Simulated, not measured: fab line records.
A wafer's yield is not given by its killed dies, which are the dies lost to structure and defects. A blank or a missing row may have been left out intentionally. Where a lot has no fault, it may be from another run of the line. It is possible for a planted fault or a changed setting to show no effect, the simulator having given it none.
A lot that was struck, set against a sound lot / flow sky130 / 47 out of 708 route steps
Sound: wafers L164.3, L164.5, L164.6. The struck wafers were L183.2, L183.5, L183.6. At the end, the cause is stated.
For every step that has rows: the tool of each side, followed by ch and its chambers, followed by its first start. Under that, the readings that differ: sound wafers / struck wafers / difference of the means / sigmas: that difference in standard deviations of wafers without a fault.
alike: a reading whose means differ by less than 2 such deviations, as well as words and numbers matching on both sides. not compared: withheld readings; readings where some wafer has no value; bounds like >300 that might hide an equal value; numbers whose values overlap and for which the record gives no deviation.
The two part at a step that has a row with sigmas, a row that says differs or no value, or rows on one side only. Numbers that have no deviation but don't overlap get no sigmas and don't part them. Lack of a reading on every wafer of one side parts them only where that side has two or more wafers.

SKY_POLY_GATE_CD_MEAS_13: the cd target is 150 nm.
  sound: cd-sem-01 at day 18 19:17; struck: cd-sem-01 at day 24 18:28
  alike: cd-nm
SKY_POLY_GATE_OVL_MEAS_14:
  sound: overlay-02 at day 18 19:23; struck: overlay-02 at day 24 18:35
  alike: POLY_GATE_OVL
SKY_POLY_GATE_ETCH_15: etches BARC in N2/H2, stops on SiO2, time 118.5 s, target depth 110 nm.
  sound on rie-diel-03 ch 0,2,3, day 18 19:24; struck on rie-diel-01 ch 1,2,3, day 24 18:37
  alike: bias-w, drypump-motor-current-A, oes-product-au, throttle-valve-pct
  not compared: rf-hours-counter-h
SKY_POLY_GATE_ETCH_16: etches Si3N4 in CH3F/O2, stops on poly-Si, time 147.5 s, target depth 75 nm.
  sound on rie-diel-03 ch 0,2,3, day 18 19:29; struck on rie-diel-01 ch 1,2,3, day 24 18:41
  alike: bias-w, drypump-motor-current-A, oes-product-au, throttle-valve-pct
  not compared: rf-hours-counter-h
SKY_POLY_GATE_ETCH_17: etches poly-Si in HBr/Cl2, stops on SiO2, target depth 180 nm, time 70.5 s.
  sound on rie-si-02 ch 1,2,3, day 18 19:35; struck on rie-si-01 ch 0,3, day 24 18:47
  alike: bias-w, drypump-motor-current-A, oes-product-au, throttle-valve-pct
  not compared: rf-hours-counter-h
SKY_POLY_GATE_STRIP_18: strips in O2/N2.
  sound on plasma-asher-04 ch 0,1, day 18 19:40; struck on plasma-asher-04 ch 0,1, day 24 18:50
  alike: drypump-motor-current-A, oes-product-au, strip-time-to-endpoint-s
  not compared: rf-hours-counter-h
then, 2 steps without rows for these wafers: SKY_POLY_GATE_CLEAN_19 (cleans in SC1/SC2, time 150 s); SKY_POLY_GATE_OXIDATION_20 (stabilise 600 s, purge 300 s, target thk 4 nm).
SKY_POLY_GATE_THK_MEAS_21:
  sound: film-metro-04 at day 18 21:04; struck: film-metro-04 at day 24 20:15
  alike: POLY_GATE_OXIDATION_THK
SKY_POLY_GATE_CD_MEAS_22:
  sound: cd-sem-01 at day 18 21:10; struck: cd-sem-01 at day 24 20:20
  alike: cd-nm
then, 2 steps without rows for these wafers: SKY_LDD_N_DEHYDRATE_00 (time 60 s); SKY_LDD_N_HMDS_01 (prime time 60 s).
SKY_LDD_N_COAT_02: resist thk 300 nm.
  struck on litho-track-04, day 25 10:07; sound on litho-track-04 ch 0, day 19 11:53
  no value came back on the struck wafers for chill-plate-temp-C (C), dispense-pressure-kPa (kPa); on the sound wafers chill-plate-temp-C (C) reads 22.84 22.91 22.97
then, 4 steps without rows for these wafers: SKY_LDD_N_SOFTBAKE_03 (time 60 s); SKY_LDD_N_EXPOSE_04 (exposes mask NTM, target cd 840 nm); SKY_LDD_N_PEB_05; SKY_LDD_N_DEVELOP_06 (develop time 60 s).
SKY_LDD_N_OVL_MEAS_07:
  sound: overlay-01 at day 20 03:51; struck: overlay-02 at day 26 00:36
reading=LDD_N_OVL (nm); sound=3.0 1.0 2.0; struck=- - -; difference=no value on the struck wafers; sigmas=
then, 8 steps without rows for these wafers: SKY_LDD_N_IMPLANT_08; SKY_LDD_N_IMPLANT_09; SKY_LDD_N_IMPLANT_10; SKY_LDD_N_IMPLANT_11; SKY_LDD_N_IMPLANT_12; SKY_LDD_N_IMPLANT_13; SKY_LDD_N_IMPLANT_14; SKY_LDD_N_IMPLANT_15.
SKY_LDD_N_STRIP_16: strips in O2/N2.
  sound on plasma-asher-02 ch 0,1, day 20 05:07; struck on plasma-asher-02 ch 0,1, day 26 01:50
  no value came back on the struck wafers for oes-product-au (a.u.), strip-time-to-endpoint-s (s); on the sound wafers oes-product-au (a.u.) reads 0.408 0.405 0.402
  alike: drypump-motor-current-A
  not compared: rf-hours-counter-h
SKY_LDD_N_TW_MEAS_17:
  sound: film-metro-03 at day 20 05:12; struck: film-metro-01 at day 26 01:56
  alike: LDD_N_TW
then, 7 steps without rows for these wafers: SKY_LDD_P_DEHYDRATE_00 (time 60 s); SKY_LDD_P_HMDS_01 (prime time 60 s); SKY_LDD_P_COAT_02 (resist thk 1152 nm); SKY_LDD_P_SOFTBAKE_03 (time 60 s); SKY_LDD_P_EXPOSE_04 (exposes mask PSDM, target cd 380 nm); SKY_LDD_P_PEB_05; SKY_LDD_P_DEVELOP_06 (develop time 60 s).
SKY_LDD_P_CD_MEAS_07: the cd target is 380 nm.
  sound: cd-sem-01 at day 21 11:26; struck: cd-sem-02 at day 27 05:43
reading=cd-nm (nm); sound=376.0 378.8 376.7; struck=389.1 386.1 387.2; difference=+10.3; sigmas=+4
SKY_LDD_P_OVL_MEAS_08:
  sound: overlay-01 at day 21 11:32; struck: overlay-02 at day 27 05:49
  alike: LDD_P_OVL
then, 2 steps without rows for these wafers: SKY_LDD_P_IMPLANT_09; SKY_LDD_P_STRIP_10 (strips in O2/N2).
SKY_LDD_P_TW_MEAS_11:
  sound: film-metro-01 at day 21 11:49; struck: film-metro-02 at day 27 06:07
reading=LDD_P_TW; sound=634 637 634; struck=2617 2616 2623; difference=+1984; sigmas=+99 or more
then, 2 steps without rows for these wafers: SKY_LDD_HVN_DEHYDRATE_00 (time 60 s); SKY_LDD_HVN_HMDS_01 (prime time 60 s).
SKY_LDD_HVN_TW_MEAS_10:
  sound: film-metro-04 at day 22 18:39; struck: film-metro-01 at day 28 10:03
reading=LDD_HVN_TW; sound=1418 1416 1405; struck=2687 2682 2679; difference=+1270; sigmas=+67
SKY_LDD_HVP_TW_MEAS_10:
  sound: film-metro-02 at day 24 01:21; struck: film-metro-04 at day 29 13:59
reading=LDD_HVP_TW; sound=467 468 467; struck=2564 2569 2548; difference=+2093; sigmas=+99 or more
SKY_LDD_LDN_TW_MEAS_13:
  sound: film-metro-03 at day 25 07:24; struck: film-metro-03 at day 30 19:17
reading=LDD_LDN_TW; sound=1476 1478 1476; struck=2645 2647 2648; difference=+1170; sigmas=+99 or more
-- a jump in the record: the struck wafers' starts before and after are 2 days apart (it breaks off in module LDD_LDN and resumes in module SD_P, where the first step shown is number 331 of the route) --
SKY_SD_P_TW_MEAS_11:
  sound: film-metro-04 at day 27 17:49; struck: film-metro-02 at day 33 02:10
reading=SD_P_TW; sound=2792 2774 2776; struck=3090 3111 3082; difference=+314; sigmas=+9
SKY_RES_XHIGH_TW_MEAS_09:
  sound: film-metro-01 at day 28 21:49; struck: film-metro-04 at day 34 04:55
reading=RES_XHIGH_TW; sound=1623 1621 1615; struck=2620 2623 2627; difference=+1004; sigmas=+40

== WHERE THEY PART ==
Last at SKY_RES_XHIGH_TW_MEAS_09 as far as this record goes, first at SKY_LDD_N_COAT_02.

WHY: the cause the simulator had injected
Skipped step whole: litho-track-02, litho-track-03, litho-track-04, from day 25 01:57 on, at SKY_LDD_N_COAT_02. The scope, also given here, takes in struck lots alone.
